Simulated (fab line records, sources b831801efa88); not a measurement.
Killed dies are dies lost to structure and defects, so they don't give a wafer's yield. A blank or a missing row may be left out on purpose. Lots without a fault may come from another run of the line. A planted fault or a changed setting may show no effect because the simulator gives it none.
fab line records | flow gf180mcu | part 1 of 2: steps 1 to 42 of 43
record lots=7 wafers=21 last_day=34
route steps=602 shown STI@4 DNWELL@32 NWELL@42 PASSIVATION@602
lots that met no fault: from a run of the same line without faults
start_h: hours from the record's first day to the start of the lot's first wafer shown | wait_h: hours since the lot's step before | " the same as in the row above | L1.1+2: a row that stands for several wafers | - no value, or no start given | * or withheld: withheld | < > ~ a bound
route shown NAME@n: a module of which the file shows steps, and the number in the route of the first | usual: mean/standard deviation of fault-free wafers | same: alike in all rows | chamber/n: place in a boat | sites: the reading at each site | _std_site: their standard deviation | _edge_site: outer sites' mean less inner sites' | radius_mm: how far each site lies from the wafer's centre | mask NAME#n: copy n | behind: the tool/chamber that last shaped the wafer | hold: why the lot was held/for how many hours/how that ended | device: the transistor (n, p or np) that didn't switch | end of line: the same wafers' tests at the end of the route | a step without rows: its recipe alone | killed: dies lost to structure and defects at the first sort, not the wafer's yield | map: a wafer's dies, x killed, . not, _ none there
set.NAME: the setting as run; set.NAME@STEP: as run at that earlier step | model.NAME: the simulator's own value behind a step, which no gauge read
lots at some steps of the route; a table a step, a row a wafer
services: from which hour (start_h, from the record's first day; less than 0 if before it) a tool's chamber was out of use, for how many hours, and why
## steps
# step GF_STI_CVD_03
# recipe material=Si3N4 precursor=DCS/NH3 target_thk_nm=207.16 temp_c=770 time_s=3551 pressure_mtorr=250
# step GF_STI_THK_MEAS_04
# recipe reads=Si3N4_of_STI_CVD_03
# usual STI_CVD_03_THK=208.2/2
# columns lot.wafer tool chamber start_h wait_h STI_CVD_03_THK[nm]
L532.2 film_metro-04 - 13.57 0.0 205.1
L532.4 " - " " 205.3
L532.6 " - " " 205.1
L537.2 film_metro-02 - 38.57 0.0 207.5
L537.3 " - " " 206.0
L537.6 " - " " 208.0
L538.2 film_metro-01 - 44.56 0.0 210.0
L538.3 " - " " 210.5
L538.4 " - " " 210.6
L541.4 film_metro-02 - 59.48 0.0 206.8
L541.5 " - " " 209.6
L541.6 " - " " 207.2
L553.1 film_metro-04 - 119.05 0.0 206.4
L553.2 " - " " 208.0
L553.4 " - " " 207.7
L554.1 film_metro-04 - 123.59 0.0 209.6
L554.3 " - " " 209.0
L554.6 " - " " 208.9
L555.1 film_metro-02 - 128.86 0.0 204.9
L555.2 " - " " 205.0
L555.4 " - " " 205.4
# step GF_STI_DEHYDRATE_05
# recipe temp_c=200 time_s=60
# step GF_STI_HMDS_06
# recipe prime_time_s=60 prime_temp_c=120
# step GF_STI_COAT_07
# recipe resist=KrF spin_rpm=withheld resist_thk_nm=700
# step GF_STI_SOFTBAKE_08
# recipe temp_c=130 time_s=60 resist=KrF
# step GF_STI_EXPOSE_09
# recipe mask_id=COMP target_cd_nm=220 na=0.68 source_shape=conventional sigma_outer=0.6 dose_mj=28
# step GF_STI_PEB_10
# recipe peb_temp_c=135 peb_time_s=90 resist=KrF
# step GF_STI_DEVELOP_11
# recipe develop_time_s=60 dev_temp_c=21
# step GF_STI_CD_MEAS_12
# recipe target_cd_nm=220
# usual cd_nm=219.8/1.3
# columns lot.wafer tool chamber start_h wait_h cd_nm
L532.2 cd_sem-01 - 24.43 0.1 217.1
L532.4 " - " " 219.7
L532.6 " - " " 218.6
L537.2 cd_sem-01 - 51.63 0.1 218.2
L537.3 " - " " 218.5
L537.6 " - " " 219.4
L538.2 cd_sem-02 - 57.68 0.1 219.4
L538.3 " - " " 220.6
L538.4 " - " " 219.5
L541.4 cd_sem-01 - 72.17 0.1 219.3
L541.5 " - " " 219.4
L541.6 " - " " 219.2
L553.1 cd_sem-02 - 133.61 0.1 219.9
L553.2 " - " " 220.1
L553.4 " - " " 220.9
L554.1 cd_sem-01 - 138.51 0.1 223.0
L554.3 " - " " 220.6
L554.6 " - " " 220.4
L555.1 cd_sem-01 - 143.56 0.1 217.3
L555.2 " - " " 217.6
L555.4 " - " " 217.3
# step GF_STI_ETCH_13
# recipe chemistry=CHF3/O2 stop_on=Si over_etch_frac=0.3 target_depth_a=2823.1 source_w=600 bias_w=200 pressure_mtorr=40 chf3_flow_sccm=50 O2_flow_sccm=5 time_s=112.9
# usual bias_w=200.0/0.61 chamber_pressure_mTorr=40.00/0.036 drypump_motor_current_A=5.7/0.38 oes_product_au=0.835/0.0063 throttle_valve_pct=8.811/0.0093
# columns lot.wafer tool chamber start_h wait_h bias_w chamber_pressure_mTorr drypump_motor_current_A oes_product_au rf_hours_counter_h throttle_valve_pct
L532.2 rie_diel-03 3 24.53 0.1 200.6 39.96 6.2 0.825 119 8.823
L532.4 " 1 " " 199.9 40.05 5.4 0.821 88 8.797
L532.6 " 2 " " 200.8 40.02 5.1 0.827 - 8.824
L537.2 rie_diel-01 0 51.73 0.1 200.8 39.99 5.7 0.827 1 8.810
L537.3 " 3 " " 199.6 39.98 6.3 0.825 94 8.822
L537.6 " 3 " " 200.2 40.01 6.3 0.844 - 8.809
L538.2 rie_diel-02 0 57.78 0.1 199.0 39.95 5.6 0.838 26 8.805
L538.3 " 2 " " 200.0 39.96 6.0 0.845 15 8.812
L538.4 " 1 " " 199.3 40.02 5.8 0.830 3 8.806
L541.4 rie_diel-02 1 72.23 0.0 200.6 40.05 5.8 0.828 3 8.803
L541.5 " 2 " " 200.8 40.03 5.9 0.838 - 8.819
L541.6 " 1 " " 199.2 39.98 5.8 0.829 - 8.811
L553.1 rie_diel-03 3 133.73 0.1 199.2 40.00 6.2 0.819 121 8.823
L553.2 " 1 " " 199.7 39.89 5.4 0.841 91 8.821
L553.4 " 2 " " 200.7 39.95 5.1 0.828 63 8.806
L554.1 rie_diel-02 0 138.63 0.1 200.1 40.01 5.6 0.834 28 8.814
L554.3 " 1 " " 198.8 39.94 5.8 0.837 5 8.797
L554.6 " 1 " " 199.2 39.99 5.8 0.843 - 8.809
L555.1 rie_diel-01 2 143.68 0.1 199.4 40.03 5.5 0.822 65 8.819
L555.2 " 3 " " 199.7 39.98 6.3 0.821 97 8.808
L555.4 " 0 " " 200.2 40.04 5.7 0.833 5 8.808
# step GF_STI_ETCH_14
# recipe target=Si chemistry=HBr/Cl2/O2 target_depth_nm=360 icp_w=600 bias_w=150 pressure_mtorr=15 HBr_flow_sccm=150 Cl2_flow_sccm=40 O2_flow_sccm=6 time_s=102.9
# usual bias_w=150.0/0.44 chamber_pressure_mTorr=15.000/0.014 drypump_motor_current_A=5.8/0.48 he_backside_leak_sccm=2.67/0.23 mfc_cl2_sccm=40.00/0.12 oes_product_au=1.008/0.01 throttle_valve_pct=25.651/0.011
# columns lot.wafer tool chamber start_h wait_h bias_w chamber_pressure_mTorr drypump_motor_current_A he_backside_leak_sccm mfc_cl2_sccm oes_product_au rf_hours_counter_h throttle_valve_pct
L532.2 rie_si-01 2 24.61 0.0 150.6 15.006 5.4 2.61 39.92 1.009 22 25.644
L532.4 " 1 " " 149.7 15.010 6.2 2.54 39.95 1.021 0 25.640
L532.6 " 2 " " 149.8 15.016 5.4 2.66 39.91 1.036 - 25.616
L537.2 rie_si-02 3 51.81 0.0 149.9 14.982 6.7 2.51 39.80 1.001 2 25.648
L537.3 " 0 " " 149.6 14.995 5.7 3.02 39.81 1.012 132 25.659
L537.6 " 0 " " 150.2 15.011 5.7 2.98 39.99 1.011 - 25.657
L538.2 rie_si-01 2 57.86 0.0 150.3 15.003 5.4 2.87 39.85 1.005 22 25.651
L538.3 " 3 " " 150.2 14.991 5.1 2.58 40.08 0.999 6 25.658
L538.4 " 1 " " 149.9 14.993 6.2 2.62 39.75 1.010 1 25.663
L541.4 rie_si-01 0 72.31 0.0 150.8 15.028 6.1 2.71 40.10 1.007 115 25.651
L541.5 " 2 " " 149.7 15.010 5.4 2.68 40.12 1.011 - 25.645
L541.6 " 1 " " 149.7 15.007 6.2 2.49 40.01 1.012 - 25.653
L553.1 rie_si-01 3 133.81 0.0 149.3 15.030 5.1 2.94 39.94 1.005 7 25.646
L553.2 " 2 " " 150.2 14.971 5.4 2.87 40.10 1.020 23 25.634
L553.4 " 0 " " 149.3 14.999 6.0 2.65 40.01 1.010 115 25.639
L554.1 rie_si-02 3 138.71 0.0 150.5 14.988 6.7 2.57 40.06 0.997 3 25.660
L554.3 " 2 " " 150.4 14.998 5.5 2.42 40.22 0.998 66 25.666
L554.6 " 3 " " 149.8 15.007 6.7 2.47 40.09 1.001 - 25.670
L555.1 rie_si-02 2 143.76 0.0 149.9 15.004 5.5 2.40 40.08 1.000 66 25.662
L555.2 " 1 " " 149.4 15.014 6.0 2.36 39.89 1.004 22 25.647
L555.4 " 0 " " 150.3 15.012 5.6 2.72 39.98 1.014 133 25.647
# step GF_STI_STRIP_15
# recipe chemistry=O2/N2 power_w=1400 pressure_mtorr=1500 platen_temp_c=250 o2_flow_sccm=3000 n2_flow_sccm=300 overash_fraction=0.5
# usual chamber_pressure_mTorr=1500.0/1.3 drypump_motor_current_A=5.7/0.45 heater_power_w=314/44 oes_product_au=0.384/0.0044 strip_time_to_endpoint_s=3.73/0.052
# columns lot.wafer tool chamber start_h wait_h chamber_pressure_mTorr drypump_motor_current_A heater_power_w oes_product_au rf_hours_counter_h strip_time_to_endpoint_s
L532.2 plasma_asher-03 0 24.68 0.0 1503.3 6.0 429 0.395 37 3.72
L532.4 " 1 " " 1501.7 5.4 254 0.382 - 3.67
L532.6 " 0 " " 1500.4 6.1 419 0.378 - 3.68
L537.2 plasma_asher-04 0 51.89 0.0 1498.6 5.5 335 0.388 38 3.76
L537.3 " 0 " " 1501.3 5.5 333 0.381 - 3.63
L537.6 " 0 " " 1500.0 5.5 324 0.378 - 3.62
L538.2 plasma_asher-04 1 57.93 0.0 1497.8 5.3 280 0.389 38 3.81
L538.3 " 0 " " 1500.3 5.4 323 0.386 - 3.87
L538.4 " 1 " " 1501.5 5.2 279 0.388 - 3.76
L541.4 plasma_asher-04 0 72.42 0.1 1499.0 5.5 322 0.378 - 3.66
L541.5 " 1 " " 1499.9 5.2 286 0.383 - 3.72
L541.6 " 0 " " 1497.5 5.5 328 0.382 - 3.63
L553.1 plasma_asher-01 1 133.89 0.0 1498.2 6.5 306 0.383 2 3.76
L553.2 " 0 " " 1501.1 5.8 300 0.384 2 3.71
L553.4 " 1 " " 1501.4 6.5 306 0.387 - 3.68
L554.1 plasma_asher-01 0 138.79 0.0 1499.0 5.8 313 0.376 2 3.77
L554.3 " 1 " " 1501.5 6.6 315 0.386 - 3.71
L554.6 " 1 " " 1500.6 6.6 304 0.390 - 3.73
L555.1 plasma_asher-04 1 143.84 0.0 1498.6 5.3 282 0.389 47 3.76
L555.2 " 0 " " 1499.3 5.5 327 0.384 47 3.73
L555.4 " 0 " " 1500.0 5.5 330 0.385 - 3.80
# step GF_STI_CLEAN_16
# recipe chemistry=dHF time_s=25 dilution=100:1
# step GF_STI_WET_ETCH_17
# recipe chemistry=H3PO4 target_depth_nm=45 temp_c=160 target=Si3N4 time_s=514
# step GF_STI_CLEAN_18
# recipe chemistry=SC1/SC2 mix=1:4:20 temp_c=70 time_s=150
# step GF_STI_CLEAN_19
# recipe chemistry=dHF time_s=20 dilution=100:1
# step GF_STI_WET_ETCH_20
# recipe chemistry=dHF dilution=100:1 target_depth_nm=20 temp_c=25 dry=ipa_marangoni target=SiO2 time_s=400
# step GF_STI_OXIDATION_21
# recipe temp_c=1000 ambient=O2 stabilise_s=600 purge_s=300 target_thk_a=150 ox_time_s=458
# step GF_STI_THK_MEAS_22
# recipe reads=SiO2_of_STI_OXIDATION_21
# usual STI_OXIDATION_01_THK=15.03/0.29
# columns lot.wafer tool chamber start_h wait_h STI_OXIDATION_01_THK[nm]
L532.2 film_metro-04 - 27.29 0.0 15.32
L532.4 " - " " 15.22
L532.6 " - " " 15.10
L537.2 film_metro-01 - 53.48 0.0 15.02
L537.3 " - " " 15.12
L537.6 " - " " 15.09
L538.2 film_metro-01 - 59.52 0.0 14.64
L538.3 " - " " 14.80
L538.4 " - " " 14.74
L541.4 film_metro-02 - 74.00 0.0 15.08
L541.5 " - " " 15.21
L541.6 " - " " 14.99
L553.1 film_metro-01 - 135.48 0.0 15.31
L553.2 " - " " 15.02
L553.4 " - " " 15.04
L554.1 film_metro-01 - 140.75 0.0 14.76
L554.3 " - " " 14.87
L554.6 " - " " 14.59
L555.1 film_metro-04 - 145.41 0.0 15.06
L555.2 " - " " 15.08
L555.4 " - " " 14.78
# step GF_STI_CVD_23
# recipe material=SiO2 target_thk_nm=650 sigma_open_frac=0.3 time_s=108.3 temp_c=600 sih4_flow_sccm=60 pressure_mtorr=6
# step GF_STI_THK_MEAS_24
# recipe reads=SiO2_of_STI_CVD_23
# usual STI_CVD_23_THK=650/7.3
# columns lot.wafer tool chamber start_h wait_h STI_CVD_23_THK[nm]
L532.2 film_metro-01 - 27.42 0.0 640
L532.4 " - " " 627
L532.6 " - " " 641
L537.2 film_metro-04 - 53.61 0.0 647
L537.3 " - " " 658
L537.6 " - " " 640
L538.2 film_metro-02 - 59.66 0.0 652
L538.3 " - " " 657
L538.4 " - " " 654
L541.4 film_metro-01 - 74.14 0.0 653
L541.5 " - " " 655
L541.6 " - " " 662
L553.1 film_metro-04 - 135.62 0.0 644
L553.2 " - " " 652
L553.4 " - " " 657
L554.1 film_metro-04 - 140.89 0.0 649
L554.3 " - " " 657
L554.6 " - " " 646
L555.1 film_metro-02 - 145.55 0.0 650
L555.2 " - " " 648
L555.4 " - " " 643
# step GF_STI_CMP_25
# recipe stop_on=Si3N4 t_overpolish_s=33 down_force_psi=4 platen_rpm=60 target_thk_nm=524.6 pad_velocity_m_s=0.94248
# usual motor_current_A=12.2/1.4 overpolish_run_s=33.000/0.0098 time_to_endpoint_s=120/3.5
# columns lot.wafer tool chamber start_h wait_h motor_current_A overpolish_run_s time_to_endpoint_s
L532.4 cmp-01 1 27.47 0.0 12.1 32.989 117
L532.2 " 2 " " 13.6 33.000 116
L532.6 " 1 " " 11.4 33.001 117
L537.3 cmp-01 0 53.66 0.0 10.8 32.983 118
L537.2 " 3 " " 11.5 33.009 120
L537.6 " 1 " " 12.2 33.004 121
L538.2 cmp-01 2 59.76 0.1 13.4 33.000 122
L538.3 " 3 " " 11.6 33.003 121
L538.4 " 0 " " 10.7 32.991 114
L541.4 cmp-01 3 74.66 0.5 11.9 33.014 119
L541.6 " 3 " " 11.9 32.994 120
L541.5 " 0 " " 10.8 32.997 116
L553.4 cmp-01 2 135.68 0.0 14.2 33.014 120
L553.1 " 3 " " 11.8 32.999 120
L553.2 " 0 " " 10.5 33.010 117
L554.3 cmp-02 0 141.00 0.1 12.8 33.013 116
L554.1 " 2 " " 13.9 33.007 120
L554.6 " 3 " " 12.5 33.002 122
L555.4 cmp-01 2 145.66 0.1 14.6 33.015 120
L555.1 " 3 " " 11.7 33.006 117
L555.2 " 0 " " 10.4 33.014 114
# step GF_STI_WET_ETCH_26
# recipe chemistry=dHF target_depth_nm=94 target=SiO2 temp_c=25 dilution=10:1 time_s=188
# step GF_STI_WET_ETCH_27
# recipe chemistry=H3PO4 target_depth_nm=160 target=Si3N4 temp_c=160 time_s=1825
# step GF_STI_WET_ETCH_28
# recipe chemistry=dHF target_depth_nm=20 dry=ipa_marangoni target=SiO2 temp_c=25.55 dilution=10:1 time_s=40
# step GF_STI_OXIDATION_29
# recipe temp_c=900 ambient=O2 stabilise_s=600 purge_s=300 target_thk_a=100 ox_time_s=1418
# step GF_STI_THK_MEAS_30
# recipe reads=SiO2_of_STI_OXIDATION_29
# usual STI_OXIDATION_02_THK=9.98/0.23
# columns lot.wafer tool chamber start_h wait_h STI_OXIDATION_02_THK[nm]
L532.2 film_metro-01 - 29.77 0.0 9.92
L532.4 " - " " 9.78
L532.6 " - " " 9.98
L537.2 film_metro-01 - 56.02 0.0 10.00
L537.3 " - " " 10.21
L537.6 " - " " 10.01
L538.2 film_metro-02 - 62.92 0.0 9.62
L538.3 " - " " 9.87
L538.4 " - " " 9.83
L541.4 film_metro-02 - 77.94 0.0 10.27
L541.5 " - " " 10.11
L541.6 " - " " 10.27
L553.1 film_metro-04 - 138.07 0.0 9.90
L553.2 " - " " 9.88
L553.4 " - " " 9.91
L554.1 film_metro-01 - 143.24 0.0 10.16
L554.3 " - " " 9.98
L554.6 " - " " 10.23
L555.1 film_metro-01 - 147.91 0.0 10.03
L555.2 " - " " 9.96
L555.4 " - " " 10.10
# step GF_DNWELL_DEHYDRATE_00
# recipe temp_c=200 time_s=60
# step GF_DNWELL_HMDS_01
# recipe prime_time_s=60 prime_temp_c=120
# step GF_DNWELL_COAT_02
# recipe spin_rpm=2000 resist_thk_nm=3000
# step GF_DNWELL_SOFTBAKE_03
# recipe temp_c=110 time_s=withheld
# step GF_DNWELL_EXPOSE_04
# recipe mask_id=DNWELL target_cd_nm=1700 na=0.6 source_shape=conventional sigma_outer=0.6 dose_mj=260
# step GF_DNWELL_PEB_05
# recipe temp_c=115 time_s=withheld
# step GF_DNWELL_DEVELOP_06
# recipe wall_angle_deg=90 develop_time_s=61.76 dev_temp_c=23
# step GF_DNWELL_IMPLANT_07
# recipe species=P energy_kev=1500 dose_cm2=1e+13 tilt_deg=0
# step GF_DNWELL_STRIP_08
# recipe chemistry=O2/N2 power_w=1400 pressure_mtorr=1500 platen_temp_c=250 o2_flow_sccm=3000 n2_flow_sccm=300 overash_fraction=0.5
# usual chamber_pressure_mTorr=1500.1/1.4 drypump_motor_current_A=6.0/0.37 heater_power_w=334/44 oes_product_au=0.723/0.0042 strip_time_to_endpoint_s=36.97/0.12
# columns lot.wafer tool chamber start_h wait_h chamber_pressure_mTorr drypump_motor_current_A heater_power_w oes_product_au rf_hours_counter_h strip_time_to_endpoint_s
L532.2 plasma_asher-01 1 42.61 0.1 1501.0 6.6 310 0.718 37 36.98
L532.4 " 0 " " 1500.5 5.8 298 0.719 - 37.04
L532.6 " 0 " " 1496.0 5.8 308 0.720 - 37.15
L537.2 plasma_asher-01 0 69.01 0.1 1500.2 5.8 302 0.718 40 37.20
L537.3 " 0 " " 1499.3 5.7 304 0.718 - 37.13
L537.6 " 0 " " 1500.2 5.8 304 0.716 - 37.03
L538.2 plasma_asher-01 0 75.91 0.1 1499.4 5.8 305 0.728 41 36.95
L538.3 " 1 " " 1501.0 6.6 309 0.726 - 36.94
L538.4 " 0 " " 1498.6 5.8 303 0.723 - 36.95
L541.4 plasma_asher-01 1 91.65 0.1 1499.4 6.6 308 0.723 - 37.03
L541.5 " 0 " " 1497.5 5.8 307 0.719 - 36.98
L541.6 " 1 " " 1501.0 6.6 304 0.721 - 37.08
L553.1 plasma_asher-02 0 154.18 0.1 1500.9 6.3 358 0.727 38 36.90
L553.2 " 1 " " 1499.3 5.7 352 0.724 38 36.79
L553.4 " 1 " " 1500.3 5.7 348 0.728 - 36.93
L554.1 plasma_asher-02 1 158.83 0.1 1500.2 5.7 357 0.720 38 36.94
L554.3 " 0 " " 1500.3 6.3 353 0.722 - 36.84
L554.6 " 1 " " 1500.9 5.7 354 0.718 - 36.90
L555.1 plasma_asher-01 0 164.01 0.1 1499.8 5.7 308 0.726 5 37.07
L555.2 " 1 " " 1499.8 6.6 307 0.727 5 37.05
L555.4 " 0 " " 1496.9 5.8 313 0.718 - 37.11
# step GF_DNWELL_TW_MEAS_09
# usual DNWELL_TW=1343/13
# columns lot.wafer tool chamber start_h wait_h DNWELL_TW
L532.2 film_metro-04 - 42.72 0.1 1343
L532.4 " - " " 1337
L532.6 " - " " 1332
L537.2 film_metro-02 - 69.12 0.1 1355
L537.3 " - " " 1364
L537.6 " - " " 1366
L538.2 film_metro-04 - 76.02 0.1 1337
L538.3 " - " " 1343
L538.4 " - " " 1340
L541.4 film_metro-04 - 91.74 0.1 1346
L541.5 " - " " 1335
L541.6 " - " " 1345
L553.1 film_metro-02 - 154.28 0.1 1366
L553.2 " - " " 1360
L553.4 " - " " 1359
L554.1 film_metro-04 - 158.93 0.1 1350
L554.3 " - " " 1344
L554.6 " - " " 1348
L555.1 film_metro-03 - 164.11 0.1 1347
L555.2 " - " " 1353
L555.4 " - " " 1349
# step GF_NWELL_DEHYDRATE_00
# recipe temp_c=200 time_s=60
# step GF_NWELL_HMDS_01
# recipe prime_time_s=60 prime_temp_c=120
# step GF_NWELL_COAT_02
# recipe spin_rpm=2000 resist_thk_nm=3000
# step GF_NWELL_SOFTBAKE_03
# recipe temp_c=110 time_s=withheld
